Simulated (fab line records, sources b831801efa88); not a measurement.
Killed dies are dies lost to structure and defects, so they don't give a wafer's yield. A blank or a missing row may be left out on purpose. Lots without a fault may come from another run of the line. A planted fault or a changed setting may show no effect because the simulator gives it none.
fab line records | flow gf180mcu
record lots=24 wafers=72 last_day=34
route steps=602 shown CONTACT@305 M3@425 V3@446 MIM@505 M5@533
lots that met no fault: from a run of the same line without faults
start_h: hours from the record's first day to the start of the lot's first wafer shown | wait_h: hours since the lot's step before | " the same as in the row above | L1.1+2: a row that stands for several wafers | - no value, or no start given | * or withheld: withheld | < > ~ a bound
route shown NAME@n: a module of which the file shows steps, and the number in the route of the first | usual: mean/standard deviation of fault-free wafers | same: alike in all rows | chamber/n: place in a boat | sites: the reading at each site | _std_site: their standard deviation | _edge_site: outer sites' mean less inner sites' | radius_mm: how far each site lies from the wafer's centre | mask NAME#n: copy n | behind: the tool/chamber that last shaped the wafer | hold: why the lot was held/for how many hours/how that ended | device: the transistor (n, p or np) that didn't switch | end of line: the same wafers' tests at the end of the route | a step without rows: its recipe alone | killed: dies lost to structure and defects at the first sort, not the wafer's yield | map: a wafer's dies, x killed, . not, _ none there
set.NAME: the setting as run; set.NAME@STEP: as run at that earlier step | model.NAME: the simulator's own value behind a step, which no gauge read
steps of the route over a sample of lots; a table a step, a row a wafer
services: from which hour (start_h, from the record's first day; less than 0 if before it) a tool's chamber was out of use, for how many hours, and why
## steps
# step GF_CONTACT_STRIP_18
# recipe chemistry=O2/N2 power_w=1400 pressure_mtorr=1500 platen_temp_c=250 o2_flow_sccm=3000 n2_flow_sccm=300 overash_fraction=0.5
# usual drypump_motor_current_A=5.38/0.29 heater_power_w=306/29 oes_product_au=0.580/0.0051
# columns lot.wafer tool chamber start_h wait_h drypump_motor_current_A heater_power_w oes_product_au rf_hours_counter_h
L074.2 plasma_asher-04 1 362.75 - 4.90 322 0.581 25
L074.4 " 1 " " 4.88 324 0.585 -
L074.5 " 0 " " 5.44 285 0.581 -
L075.1 plasma_asher-04 0 380.79 - 5.40 290 0.576 26
L075.2 " 1 " " 4.85 327 0.573 26
L075.5 " 1 " " 4.86 335 0.583 -
L076.2 plasma_asher-02 0 385.20 - 5.52 283 0.568 75
L076.5 " 1 " " 5.55 312 0.576 -
L076.6 " 0 " " 5.50 279 0.576 -
L077.2 plasma_asher-02 1 397.29 - 5.52 307 0.580 76
L077.3 " 0 " " 5.52 276 0.581 -
L077.5 " 1 " " 5.57 294 0.578 -
L078.1 plasma_asher-04 1 403.09 - 4.86 331 0.580 29
L078.5 " 1 " " 4.85 320 0.579 -
L078.6 " 0 " " 5.41 286 0.592 -
L079.3 plasma_asher-04 1 418.18 - 4.85 328 0.571 -
L079.4 " 0 " " 5.38 288 0.585 -
L079.6 " 0 " " 5.40 283 0.577 -
L080.1 plasma_asher-04 1 422.65 - 4.86 322 0.575 31
L080.2 " 0 " " 5.39 288 0.578 31
L080.5 " 1 " " 4.86 323 0.577 -
L081.1 plasma_asher-02 0 444.58 - 5.52 281 0.572 82
L081.2 " 1 " " 5.57 304 0.579 82
L081.3 " 1 " " 5.56 303 0.574 -
L082.4 plasma_asher-02 0 452.13 - 5.51 278 0.579 -
L082.5 " 0 " " 5.52 281 0.583 -
L082.6 " 1 " " 5.57 301 0.585 -
L083.4 plasma_asher-02 1 452.62 - 5.49 305 0.584 -
L083.5 " 1 " " 5.52 306 0.581 -
L083.6 " 0 " " 5.53 284 0.581 -
L084.4 plasma_asher-04 1 461.03 - 4.86 321 0.577 -
L084.5 " 1 " " 4.89 327 0.581 -
L084.6 " 0 " " 5.39 285 0.586 -
L085.3 plasma_asher-02 1 465.73 - 5.50 306 0.576 -
L085.4 " 0 " " 5.54 278 0.579 -
L085.5 " 0 " " 5.53 277 0.579 -
L086.1 plasma_asher-04 1 481.13 - 4.85 325 0.584 36
L086.4 " 1 " " 4.85 322 0.576 -
L086.5 " 1 " " 4.88 315 0.582 -
L087.1 plasma_asher-02 1 490.04 - 5.52 312 0.585 87
L087.2 " 0 " " 5.50 273 0.579 87
L087.3 " 0 " " 5.51 277 0.577 -
L088.2 plasma_asher-02 1 498.54 - 5.50 308 0.577 88
L088.3 " 1 " " 5.51 305 0.583 -
L088.6 " 0 " " 5.51 275 0.584 -
L089.1 plasma_asher-04 0 502.94 - 5.45 286 0.580 38
L089.4 " 1 " " 4.83 329 0.582 -
L089.5 " 0 " " 5.44 285 0.576 -
L090.1 plasma_asher-02 0 513.23 - 5.51 274 0.584 89
L090.5 " 0 " " 5.52 274 0.581 -
L090.6 " 1 " " 5.52 307 0.582 -
L091.2 plasma_asher-02 0 519.25 - 5.52 294 0.585 90
L091.3 " 0 " " 5.52 279 0.571 -
L091.4 " 1 " " 5.52 298 0.582 -
L092.1 plasma_asher-04 1 532.44 - 4.84 320 0.572 41
L092.2 " 0 " " 5.37 290 0.582 41
L092.6 " 0 " " 5.40 284 0.587 -
L093.4 plasma_asher-01 1 536.82 - 5.97 387 0.571 -
L093.5 " 1 " " 5.99 373 0.583 -
L093.6 " 0 " " 5.49 384 0.574 -
L094.1 plasma_asher-01 1 543.44 - 5.99 388 0.578 11
L094.3 " 1 " " 6.00 377 0.584 -
L094.6 " 0 " " 5.49 376 0.584 -
L095.2 plasma_asher-02 0 556.04 - 5.52 275 0.580 94
L095.3 " 1 " " 5.51 314 0.584 -
L095.5 " 1 " " 5.49 302 0.583 -
L096.2 plasma_asher-04 1 557.95 - 4.85 324 0.583 44
L096.3 " 0 " " 5.40 286 0.583 -
L096.6 " 1 " " 4.84 327 0.574 -
L097.2 plasma_asher-02 0 563.59 - 5.53 279 0.584 95
L097.3 " 0 " " 5.51 286 0.567 -
L097.6 " 0 " " 5.51 282 0.578 -
# step GF_M3_METAL_ETCH_16
# recipe chemistry=Cl2/BCl3 mask_material=KrF target_depth_nm=750.8 stop_on=SiO2 pressure_mtorr=8 icp_w=800 bias_w=140 Cl2_flow_sccm=80 bcl3_flow_sccm=40 time_s=125.1
# usual drypump_motor_current_A=5.8/0.46 oes_product_au=0.990/0.0098 throttle_valve_pct=28.229/0.014
# columns lot.wafer tool chamber start_h wait_h drypump_motor_current_A oes_product_au rf_hours_counter_h throttle_valve_pct
L074.2 rie_metal-03 1 493.08 0.0 6.4 1.000 9 28.234
L074.4 " 0 " " 6.1 0.993 - 28.220
L074.5 " 0 " " 6.0 0.993 - 28.225
L075.1 rie_metal-03 0 510.18 0.0 6.0 0.984 9 28.252
L075.2 " 1 " " 6.4 0.990 9 28.216
L075.5 " 1 " " 6.3 0.992 - 28.227
L076.2 rie_metal-04 0 515.68 0.0 5.1 0.985 5 28.219
L076.5 " 0 " " 5.1 0.984 - 28.227
L076.6 " 1 " " 5.2 0.958 - 28.256
L077.2 rie_metal-04 1 525.92 0.0 5.2 0.966 1 28.249
L077.3 " 0 " " 5.1 0.986 - 28.240
L077.5 " 0 " " 5.0 0.988 - 28.222
L078.1 rie_metal-03 1 532.47 0.0 6.4 0.991 10 28.231
L078.5 " 1 " " 6.3 0.997 - 28.210
L078.6 " 1 " " 6.4 0.990 - 28.236
L079.3 rie_metal-04 0 546.44 0.1 5.1 0.988 - 28.226
L079.4 " 1 " " 5.2 0.963 - 28.243
L079.6 " 0 " " 5.1 0.979 - 28.239
L080.1 rie_metal-01 0 549.17 0.0 5.7 0.998 10 28.237
L080.2 " 1 " " 5.7 0.993 12 28.225
L080.5 " 1 " " 5.7 0.999 - 28.216
L081.1 rie_metal-04 0 569.82 0.0 5.0 0.994 7 28.225
L081.2 " 1 " " 5.2 0.969 2 28.261
L081.3 " 0 " " 5.0 0.985 - 28.215
L082.4 rie_metal-03 1 575.58 0.1 6.3 0.992 - 28.226
L082.5 " 1 " " 6.4 1.000 - 28.206
L082.6 " 0 " " 6.1 0.984 - 28.248
L083.4 rie_metal-01 0 577.93 0.1 5.7 0.988 - 28.221
L083.5 " 1 " " 5.7 0.996 - 28.204
L083.6 " 0 " " 5.7 0.999 - 28.229
L084.4 rie_metal-03 0 587.97 0.1 6.0 0.989 - 28.205
L084.5 " 0 " " 6.1 0.987 - 28.213
L084.6 " 1 " " 6.3 0.992 - 28.214
L085.3 rie_metal-01 1 589.53 0.1 5.7 0.990 - 28.205
L085.4 " 0 " " 5.7 0.995 - 28.222
L085.5 " 0 " " 5.7 0.993 - 28.227
L086.1 rie_metal-03 1 601.78 0.0 6.4 0.991 12 28.218
L086.4 " 1 " " 6.4 1.003 - 28.227
L086.5 " 1 " " 6.4 1.000 - 28.226
L087.1 rie_metal-04 0 611.13 0.0 5.0 0.994 8 28.205
L087.2 " 1 " " 5.2 0.972 3 28.250
L087.3 " 0 " " 5.0 0.992 - 28.251
L088.2 rie_metal-03 1 618.33 0.0 6.3 0.994 12 28.207
L088.3 " 1 " " 6.3 0.994 - 28.216
L088.6 " 0 " " 6.1 0.998 - 28.240
L089.1 rie_metal-03 0 622.58 0.0 6.0 0.989 12 28.217
L089.4 " 1 " " 6.4 0.998 - 28.219
L089.5 " 0 " " 6.0 0.991 - 28.227
L090.1 rie_metal-04 1 631.09 0.0 5.2 0.975 4 28.259
L090.5 " 1 " " 5.2 0.979 - 28.258
L090.6 " 0 " " 5.1 0.990 - 28.217
L091.2 rie_metal-04 1 636.17 0.0 5.2 0.972 4 28.258
L091.3 " 0 " " 5.0 0.992 - 28.238
L091.4 " 1 " " 5.2 0.982 - 28.237
L092.1 rie_metal-01 1 646.95 0.0 5.8 0.987 1 28.222
L092.2 " 0 " " 5.7 0.986 15 28.218
L092.6 " 1 " " 5.8 0.995 - 28.220
L093.4 rie_metal-03 1 651.04 0.1 6.3 0.994 - 28.228
L093.5 " 0 " " 6.0 0.997 - 28.222
L093.6 " 1 " " 6.3 0.997 - 28.192
L094.1 rie_metal-01 1 656.98 0.0 5.7 0.998 2 28.213
L094.3 " 0 " " 5.7 0.991 - 28.237
L094.6 " 0 " " 5.7 0.990 - 28.234
L095.2 rie_metal-01 1 667.33 0.1 5.8 1.000 - 28.238
L095.3 " 1 " " 5.7 1.004 - 28.216
L095.5 " 1 " " 5.8 1.000 - 28.216
L096.2 rie_metal-03 1 669.95 0.0 6.4 1.002 14 28.223
L096.3 " 1 " " 6.4 0.996 - 28.217
L096.6 " 0 " " 6.0 0.997 - 28.238
L097.2 rie_metal-01 1 674.74 0.1 5.8 1.005 - 28.217
L097.3 " 1 " " 5.7 0.999 - 28.227
L097.6 " 1 " " 5.7 0.996 - 28.211
# step GF_V3_ETCH_17
# recipe chemistry=C4F8/O2/Ar mask_material=KrF target=SiO2 stop_on=TiN source_w=1500 bias_w=1200 pressure_mtorr=40 c4f8_flow_sccm=withheld O2_flow_sccm=6 Ar_flow_sccm=300 time_s=withheld target_depth_a=6350
# usual oes_product_au=0.856/0.005
# columns lot.wafer tool chamber start_h wait_h oes_product_au
L074.2 rie_diel-04 2 - - 0.849
L074.4 " 0 " " 0.854
L074.5 " 2 " " 0.852
L075.1 rie_diel-04 2 - - 0.854
L075.2 " 3 " " 0.858
L075.5 " 3 " " 0.864
L076.2 rie_diel-04 1 - - 0.852
L076.5 " 1 " " 0.863
L076.6 " 0 " " 0.855
L077.2 rie_diel-01 2 - - 0.856
L077.3 " 3 " " 0.860
L077.5 " 1 " " 0.853
L078.1 rie_diel-02 1 - - 0.863
L078.5 " 3 " " 0.859
L078.6 " 1 " " 0.854
L079.3 rie_diel-04 3 - - 0.856
L079.4 " 0 " " 0.846
L079.6 " 1 " " 0.857
L080.1 rie_diel-01 3 - - 0.857
L080.2 " 1 " " 0.863
L080.5 " 2 " " 0.863
L081.1 rie_diel-04 0 - - 0.853
L081.2 " 3 " " 0.854
L081.3 " 1 " " 0.852
L082.4 rie_diel-02 2 - - 0.849
L082.5 " 3 " " 0.862
L082.6 " 2 " " 0.861
L083.4 rie_diel-01 0 - - 0.853
L083.5 " 3 " " 0.860
L083.6 " 2 " " 0.861
L084.4 rie_diel-04 2 - - 0.862
L084.5 " 1 " " 0.858
L084.6 " 0 " " 0.865
L085.3 rie_diel-01 1 - - 0.849
L085.4 " 2 " " 0.857
L085.5 " 2 " " 0.843
L086.1 rie_diel-04 3 - - 0.859
L086.4 " 0 " " 0.853
L086.5 " 1 " " 0.856
L087.1 rie_diel-04 0 - - 0.859
L087.2 " 1 " " 0.864
L087.3 " 3 " " 0.853
L088.2 rie_diel-02 2 - - 0.850
L088.3 " 3 " " 0.864
L088.6 " 2 " " 0.855
L089.1 rie_diel-02 0 - - 0.852
L089.4 " 2 " " 0.861
L089.5 " 2 " " 0.856
L090.1 rie_diel-04 0 - - 0.865
L090.5 " 1 " " 0.856
L090.6 " 2 " " 0.854
L091.2 rie_diel-04 2 - - 0.853
L091.3 " 1 " " 0.858
L091.4 " 3 " " 0.852
L092.1 rie_diel-02 0 - - 0.857
L092.2 " 1 " " 0.856
L092.6 " 0 " " 0.865
L093.4 rie_diel-04 3 - - 0.857
L093.5 " 2 " " 0.851
L093.6 " 1 " " 0.852
L094.1 rie_diel-04 2 - - 0.863
L094.3 " 0 " " 0.856
L094.6 " 1 " " 0.849
L095.2 rie_diel-01 1 - - 0.855
L095.3 " 2 " " 0.858
L095.5 " 2 " " 0.849
L096.2 rie_diel-02 3 - - 0.856
L096.3 " 1 " " 0.856
L096.6 " 2 " " 0.856
L097.2 rie_diel-04 3 - - 0.853
L097.3 " 2 " " 0.860
L097.6 " 3 " " 0.859
# step GF_V3_STRIP_18
# recipe chemistry=O2/N2 power_w=1400 pressure_mtorr=1500 platen_temp_c=250 o2_flow_sccm=3000 n2_flow_sccm=300 overash_fraction=0.5
# usual drypump_motor_current_A=5.5/0.45 heater_power_w=310/30 oes_product_au=0.593/0.0046
# columns lot.wafer tool chamber start_h wait_h drypump_motor_current_A heater_power_w oes_product_au rf_hours_counter_h
L074.2 plasma_asher-04 0 518.36 - 5.4 288 0.591 40
L074.4 " 1 " " 4.9 325 0.594 -
L074.5 " 1 " " 4.9 334 0.591 -
L075.1 plasma_asher-03 0 535.11 - 6.4 386 0.592 74
L075.2 " 1 " " 6.3 329 0.597 74
L075.5 " 0 " " 6.4 384 0.593 -
L076.2 plasma_asher-04 0 540.56 - 5.5 288 0.594 42
L076.5 " 0 " " 5.5 293 0.603 -
L076.6 " 1 " " 4.9 333 0.593 -
L077.2 plasma_asher-02 1 550.31 - 5.5 303 0.595 93
L077.3 " 0 " " 5.5 275 0.592 -
L077.5 " 1 " " 5.6 305 0.598 -
L078.1 plasma_asher-02 0 557.01 - 5.5 284 0.598 94
L078.5 " 1 " " 5.5 296 0.587 -
L078.6 " 0 " " 5.5 280 0.593 -
L079.3 plasma_asher-02 0 570.05 - 5.5 287 0.593 -
L079.4 " 1 " " 5.5 298 0.596 -
L079.6 " 0 " " 5.5 283 0.585 -
L080.1 plasma_asher-02 0 573.31 - 5.5 285 0.591 96
L080.2 " 1 " " 5.6 297 0.590 96
L080.5 " 1 " " 5.6 308 0.595 -
L081.1 plasma_asher-03 0 592.66 - 6.4 394 0.594 80
L081.2 " 1 " " 6.3 325 0.591 80
L081.3 " 1 " " 6.4 321 0.603 -
L082.4 plasma_asher-02 1 598.75 - 5.5 298 0.590 -
L082.5 " 0 " " 5.5 272 0.596 -
L082.6 " 1 " " 5.5 310 0.592 -
L083.4 plasma_asher-03 1 600.09 - 6.3 328 0.597 -
L083.5 " 1 " " 6.3 329 0.595 -
L083.6 " 0 " " 6.4 400 0.595 -
L084.4 plasma_asher-04 0 610.77 - 5.4 289 0.593 -
L084.5 " 1 " " 4.9 334 0.595 -
L084.6 " 0 " " 5.4 288 0.595 -
L085.3 plasma_asher-03 1 612.90 - 6.4 329 0.594 -
L085.4 " 0 " " 6.4 373 0.598 -
L085.5 " 1 " " 6.3 322 0.590 -
L086.1 plasma_asher-04 0 624.26 - 5.4 286 0.592 51
L086.4 " 1 " " 4.8 327 0.596 -
L086.5 " 1 " " 4.9 331 0.594 -
L087.1 plasma_asher-04 1 633.82 - 4.9 327 0.587 52
L087.2 " 0 " " 5.4 286 0.590 52
L087.3 " 0 " " 5.4 290 0.586 -
L088.2 plasma_asher-02 1 642.91 - 5.5 305 0.596 102
L088.3 " 0 " " 5.5 287 0.588 -
L088.6 " 1 " " 5.5 306 0.593 -
L089.1 plasma_asher-02 0 644.51 - 5.5 285 0.594 102
L089.4 " 0 " " 5.5 279 0.604 -
L089.5 " 0 " " 5.5 279 0.587 -
L090.1 plasma_asher-04 0 652.83 - 5.4 289 0.588 55
L090.5 " 0 " " 5.4 289 0.594 -
L090.6 " 1 " " 4.9 331 0.589 -
L091.2 plasma_asher-02 0 657.71 - 5.5 278 0.589 104
L091.3 " 1 " " 5.5 311 0.586 -
L091.4 " 0 " " 5.5 285 0.599 -
L092.1 plasma_asher-02 0 668.91 - 5.5 276 0.591 105
L092.2 " 1 " " 5.6 309 0.600 105
L092.6 " 1 " " 5.6 301 0.582 -
L093.4 plasma_asher-04 1 671.90 - 4.9 327 0.588 -
L093.5 " 0 " " 5.4 292 0.583 -
L093.6 " 1 " " 4.9 332 0.595 -
L094.1 plasma_asher-04 0 677.66 - 5.4 285 0.588 58
L094.3 " 1 " " 4.8 325 0.594 -
L094.6 " 1 " " 4.9 327 0.597 -
L095.2 plasma_asher-02 1 688.01 - 5.5 310 0.590 107
L095.3 " 0 " " 5.5 278 0.594 -
L095.5 " 1 " " 5.5 303 0.589 -
L096.2 plasma_asher-04 1 690.61 - 4.9 319 0.598 59
L096.3 " 0 " " 5.4 285 0.590 -
L096.6 " 1 " " 4.9 331 0.589 -
L097.2 plasma_asher-02 0 695.46 - 5.5 285 0.595 108
L097.3 " 0 " " 5.5 279 0.590 -
L097.6 " 1 " " 5.5 297 0.595 -
# step GF_MIM_SPUTTER_02
# recipe material=AlCu target_thk_nm=450 power_w=10600 time_s=23.9 chamber_pressure_pa=0.4
# usual cathode_dc_power_W=10600/2 chamber_pressure_pa=0.4001/0.00083 throttle_valve_pct=29.8/1
# columns lot.wafer tool chamber start_h wait_h cathode_dc_power_W chamber_pressure_pa throttle_valve_pct
L074.2 pvd_sputter-02 - 568.58 0.0 10601 0.3996 28.5
L074.4 " - " " 10601 0.3998 29.5
L074.5 " - " " 10600 0.4005 29.6
L075.1 pvd_sputter-02 - 584.10 0.0 10602 0.4010 30.7
L075.2 " - " " 10600 0.4002 29.4
L075.5 " - " " 10599 0.4000 28.6
L076.2 pvd_sputter-02 - 590.03 0.0 10604 0.4008 28.5
L076.5 " - " " 10598 0.4009 28.7
L076.6 " - " " 10600 0.3995 30.8
L077.2 pvd_sputter-04 - 598.76 0.0 10604 0.4006 30.5
L077.3 " - " " 10601 0.4009 28.5
L077.5 " - " " 10600 0.3979 31.8
L078.1 pvd_sputter-01 - 604.90 0.0 10598 0.4009 29.9
L078.5 " - " " 10600 0.3993 30.7
L078.6 " - " " 10597 0.4003 29.3
L079.3 pvd_sputter-02 - 617.60 0.0 10600 0.3982 30.6
L079.4 " - " " 10601 0.3999 28.7
L079.6 " - " " 10601 0.4012 29.3
L080.1 pvd_sputter-04 - 621.27 0.0 10599 0.4010 29.4
L080.2 " - " " 10598 0.3999 30.5
L080.5 " - " " 10601 0.3999 28.5
L081.1 pvd_sputter-01 - 639.07 0.0 10599 0.3987 30.9
L081.2 " - " " 10603 0.4000 29.3
L081.3 " - " " 10603 0.3990 31.0
L082.4 pvd_sputter-02 - 645.10 0.0 10597 0.4009 29.6
L082.5 " - " " 10601 0.4006 28.8
L082.6 " - " " 10600 0.4002 30.6
L083.4 pvd_sputter-02 - 647.04 0.0 10601 0.4010 29.3
L083.5 " - " " 10599 0.4005 30.4
L083.6 " - " " 10599 0.3997 28.8
L084.4 pvd_sputter-01 - 655.31 0.0 10598 0.4006 31.2
L084.5 " - " " 10598 0.3983 29.6
L084.6 " - " " 10601 0.3993 29.3
L085.3 pvd_sputter-04 - 658.82 0.0 10604 0.3995 31.8
L085.4 " - " " 10600 0.4001 29.7
L085.5 " - " " 10605 0.3994 28.5
L086.1 pvd_sputter-01 - 668.48 0.0 10599 0.4009 30.8
L086.4 " - " " 10598 0.4015 31.1
L086.5 " - " " 10601 0.3999 30.9
L087.1 pvd_sputter-02 - 677.52 0.0 10598 0.4009 28.6
L087.2 " - " " 10599 0.3985 30.7
L087.3 " - " " 10600 0.4002 29.6
L088.2 pvd_sputter-01 - 686.98 0.0 10598 0.4004 31.2
L088.3 " - " " 10600 0.3998 29.4
L088.6 " - " " 10599 0.4010 29.4
L089.1 pvd_sputter-02 - 688.16 0.0 10598 0.4010 29.4
L089.4 " - " " 10600 0.3995 28.5
L089.5 " - " " 10599 0.3990 29.4
L090.1 pvd_sputter-01 - 696.12 0.0 10595 0.3995 31.1
L090.5 " - " " 10602 0.4008 30.7
L090.6 " - " " 10602 0.4003 31.0
L091.2 pvd_sputter-04 - 700.91 0.0 10600 0.3990 30.1
L091.3 " - " " 10602 0.4007 28.6
L091.4 " - " " 10599 0.4006 31.7
L092.1 pvd_sputter-01 - 712.12 0.0 10605 0.3998 30.7
L092.2 " - " " 10598 0.3987 29.6
L092.6 " - " " 10600 0.4003 29.4
L093.4 pvd_sputter-01 - 714.22 0.0 10598 0.4017 31.1
L093.5 " - " " 10598 0.3995 29.6
L093.6 " - " " 10601 0.3998 29.2
L094.1 pvd_sputter-02 - 720.21 0.0 10598 0.4003 29.0
L094.3 " - " " 10597 0.3999 29.6
L094.6 " - " " 10598 0.3996 30.4
L095.2 pvd_sputter-04 - 729.57 0.0 10598 0.4012 28.4
L095.3 " - " " 10602 0.3997 31.8
L095.5 " - " " 10600 0.4004 29.8
L096.2 pvd_sputter-02 - 731.45 0.0 10597 0.3992 28.6
L096.3 " - " " 10597 0.4001 29.3
L096.6 " - " " 10598 0.4017 28.6
L097.2 pvd_sputter-01 - 736.78 0.0 10599 0.4004 30.8
L097.3 " - " " 10598 0.4001 29.4
L097.6 " - " " 10599 0.3998 31.3
# step GF_M5_CD_MEAS_07
# recipe target_cd_nm=280
# usual cd_nm=280.1/1.2
# columns lot.wafer tool chamber start_h wait_h cd_nm
L074.2 cd_sem-02 - 612.25 0.1 279.3
L074.4 " - " " 279.7
L074.5 " - " " 279.8
L075.1 cd_sem-02 - 627.18 0.1 279.6
L075.2 " - " " 280.2
L075.5 " - " " 279.9
L076.2 cd_sem-02 - 632.85 0.1 281.2
L076.5 " - " " 281.9
L076.6 " - " " 280.6
L077.2 cd_sem-02 - 641.15 0.1 279.5
L077.3 " - " " 278.5
L077.5 " - " " 279.1
L078.1 cd_sem-02 - 646.14 0.1 279.5
L078.5 " - " " 279.6
L078.6 " - " " 279.9
L079.3 cd_sem-02 - 659.32 0.1 280.9
L079.4 " - " " 281.3
L079.6 " - " " 281.0
L080.1 cd_sem-02 - 661.87 0.1 280.5
L080.2 " - " " 280.3
L080.5 " - " " 280.6
L081.1 cd_sem-02 - 679.38 0.1 278.8
L081.2 " - " " 279.2
L081.3 " - " " 278.3
L082.4 cd_sem-02 - 683.93 0.1 279.4
L082.5 " - " " 281.5
L082.6 " - " " 280.2
L083.4 cd_sem-02 - 686.38 0.1 280.2
L083.5 " - " " 280.9
L083.6 " - " " 281.2
L084.4 cd_sem-01 - 694.88 0.1 280.5
L084.5 " - " " 280.9
L084.6 " - " " 280.8
L085.3 cd_sem-01 - 697.57 0.1 279.5
L085.4 " - " " 280.0
L085.5 " - " " 280.6
L086.1 cd_sem-02 - 707.28 0.1 281.7
L086.4 " - " " 280.2
L086.5 " - " " 279.3
L087.1 cd_sem-01 - 714.55 0.2 280.0
L087.2 " - " " 280.1
L087.3 " - " " 280.3
L088.2 cd_sem-01 - 724.64 0.1 281.6
L088.3 " - " " 281.8
L088.6 " - " " 281.6
L089.1 cd_sem-01 - 726.22 0.1 278.6
L089.4 " - " " 277.8
L089.5 " - " " 277.8
L090.1 cd_sem-01 - 733.17 0.1 279.6
L090.5 " - " " 278.0
L090.6 " - " " 279.0
L091.2 cd_sem-01 - 737.64 0.1 280.7
L091.3 " - " " 281.3
L091.4 " - " " 280.4
L092.1 cd_sem-01 - 747.92 0.1 281.4
L092.2 " - " " 280.4
L092.6 " - " " 281.7
L093.4 cd_sem-02 - 749.53 0.1 280.2
L093.5 " - " " 279.1
L093.6 " - " " 282.2
L094.1 cd_sem-01 - 755.82 0.1 278.4
L094.3 " - " " 278.7
L094.6 " - " " 277.9
L095.2 cd_sem-02 - 764.34 0.1 280.3
L095.3 " - " " 278.8
L095.5 " - " " 280.3
L096.2 cd_sem-02 - 766.79 0.1 282.0
L096.3 " - " " 281.6
L096.6 " - " " 281.1
L097.2 cd_sem-02 - 769.79 0.1 281.0
L097.3 " - " " 279.7
L097.6 " - " " 279.5
## services
# columns tool chamber start_h hours kind
pvd_sputter-02 - 377.29 9.3 repair
plasma_asher-04 - 406.26 3.7 repair
rie_diel-04 2 410.03 4.1 repair
rie_diel-04 3 412.52 47.8 repair
plasma_asher-04 - 433.20 14.6 pm
pvd_sputter-02 - 438.22 22.0 repair
plasma_asher-02 - 442.64 1.3 repair
plasma_asher-02 - 471.55 0.9 repair
pvd_sputter-02 - 501.20 6.2 repair
rie_metal-03 - 515.87 0.3 repair
pvd_sputter-01 - 515.94 5.4 repair
rie_metal-03 - 521.35 0.2 repair
pvd_sputter-02 - 523.85 1.9 repair
rie_metal-03 0 530.86 2.4 repair
rie_metal-03 - 544.24 0.5 repair
rie_diel-04 1 560.17 3.2 repair
plasma_asher-02 - 608.44 8.0 repair
rie_metal-03 - 624.73 14.6 pm
rie_metal-03 - 639.33 2.8 pm
rie_metal-03 0 682.63 21.7 repair
rie_metal-03 - 689.52 0.4 repair
rie_metal-03 1 700.06 22.1 repair
rie_metal-03 - 715.74 0.4 repair
plasma_asher-02 - 733.75 9.0 pm
## key
fault none
